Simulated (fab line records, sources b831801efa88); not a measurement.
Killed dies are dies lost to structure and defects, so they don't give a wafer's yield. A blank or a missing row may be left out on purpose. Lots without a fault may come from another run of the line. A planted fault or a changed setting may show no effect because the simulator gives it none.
One fault seen from 2 desks | flow sky130 | each desk has only its own numbers; what lay behind them comes last

THE TOOL OWNER'S DESK: furnace-02
The tool's own readings at SKY_FIELD_ISO_OXIDATION_01 (stabilise 600 s, purge 300 s, target thk 12 nm): means of the sampled wafers that have a number, for each lot that ran on this tool. A lot is out of limits, marked OUT, if its mean lies more than 4 standard deviations from the usual mean; the brackets give that distance.
Columns: A = spike_tc_centre_C at SKY_FIELD_ISO_OXIDATION_01, usual 899.7 C
lot  | first seen here | A
L912 | day 2 01:46     | 900.0
L916 | day 2 21:13     | 900.1
L917 | day 3 02:07     | 898.8
L928 | day 5 09:07     | 900.7
L929 | day 5 14:51     | 899.7
L930 | day 5 21:47     | 899.7
This desk's finding: nothing out of limits on any of the 6 lots.

THE METROLOGY DESK
What the gauges read, lot by lot, whatever tool the lot ran on: means of the sampled wafers that have a number. A lot is out of limits, marked OUT, if its mean lies more than 4 standard deviations from the usual mean; the brackets give that distance.
Columns: A = FIELD_ISO_OXIDATION_00_THK at SKY_FIELD_ISO_THK_MEAS_02, usual 12.11 nm; B = NWELL_00_OVL at SKY_NWELL_OVL_MEAS_10, usual -0.6 nm
lot  | first seen here | A                | B
L910 | day 1 19:16     | 12.33            | -0.7
L912 | day 2 03:17     | 11.98            | 2.0
L915 | day 2 18:02     | 12.06            | -2.6
L916 | day 2 22:44     | 12.10            | -2.8
L917 | day 3 03:38     | 12.26            | 1.2
L918 | day 3 09:22     | 12.06            | -1.1
L919 | day 3 14:49     | 12.37            | -1.1
L921 | day 3 23:38     | 12.03            | -0.4
L922 | day 4 05:26     | 12.37            | -0.7
L928 | day 5 10:38     | 13.40 (+5.4) OUT | -1.3
L929 | day 5 16:22     | 13.70 (+6.6) OUT | -1.1
L930 | day 5 23:18     | 13.56 (+6.1) OUT | -0.6
This desk's finding: out of limits on L928, L929, L930; first on L928, day 5 10:38 (FIELD_ISO_OXIDATION_00_THK at SKY_FIELD_ISO_THK_MEAS_02). In limits: L910, L912, L915, L916, L917, L918, L919, L921, L922.

PUT TOGETHER
The metrology desk could have raised an alarm at day 5 10:38, on L928, L929, L930.
The tool owner's desk saw nothing out of limits.
The tool owner's desk has L928, L929, L930 on record, within its limits.
Of the lots named, all ran SKY_FIELD_ISO_OXIDATION_01 on furnace-02.

WHAT THE SIMULATOR HAD PUT IN
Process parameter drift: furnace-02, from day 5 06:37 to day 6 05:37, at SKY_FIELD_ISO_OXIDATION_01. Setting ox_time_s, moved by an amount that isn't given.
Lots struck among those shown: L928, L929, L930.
Hours from the fault's start to each desk's first reading out of limits: the metrology desk, 4.
